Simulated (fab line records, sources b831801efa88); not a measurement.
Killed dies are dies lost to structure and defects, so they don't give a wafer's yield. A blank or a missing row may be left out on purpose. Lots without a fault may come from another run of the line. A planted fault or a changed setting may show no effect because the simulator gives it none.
Chamber matching | flow sky130 | SKY_CONTACT_CVD_00 on pecvd-04: 3 sister chambers
The step deposits Si3N4, target thk 75 nm. 14 wafers are shown with their chamber, then 6 later ones without.

WAFERS WITH THEIR CHAMBER
wafer  | chamber | heater_power_w (W)
L447.1 | 2       | 705
L447.4 | 0       | 725
L447.5 | 2       | 697
L449.1 | 2       | 630
L449.2 | 0       | 710
L449.4 | 1       | 1042
L454.1 | 1       | 917
L454.4 | 2       | 697
L454.5 | 0       | 712
L455.2 | 1       | 898
L455.3 | 0       | 707
L455.4 | 0       | 723
L457.1 | 2       | 615
L457.2 | 0       | 732

SIGNATURES (means of the wafers above)
reading        | chamber 0 | chamber 1 | chamber 2 | scatter within a chamber
heater_power_w | 718.17    | 952.33    | 668.80    | 42.7
Rule: a wafer's distance from a chamber is the root of the sum, over the readings, of the square of ((its reading less the chamber's mean) divided by the reading's scatter). The wafer belongs to the nearest chamber; if the next one is less than 2 further off, it can't be placed. The scatter: the root of (the sum of the squares of (reading less its chamber's mean) over the shown wafers, divided by (wafers less chambers)).

WAFERS WITHOUT THEIR CHAMBER
wafer  | heater_power_w (W)
L467.2 | 623
L467.4 | 607
L467.5 | 1010
L468.3 | 666
L468.4 | 959
L468.6 | 644

WHICH CHAMBER EACH WENT THROUGH
wafer  | from the rows above     | in truth
L467.2 | can't be placed: 2 or 0 | 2
L467.4 | can't be placed: 2 or 0 | 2
L467.5 | 1                       | 1
L468.3 | can't be placed: 2 or 0 | 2
L468.4 | 1                       | 1
L468.6 | can't be placed: 2 or 0 | 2
Placed correctly: 2 of 6. Can't be placed from these rows: 4 (the true chamber is among the candidates in 4). Placed wrongly: 0.
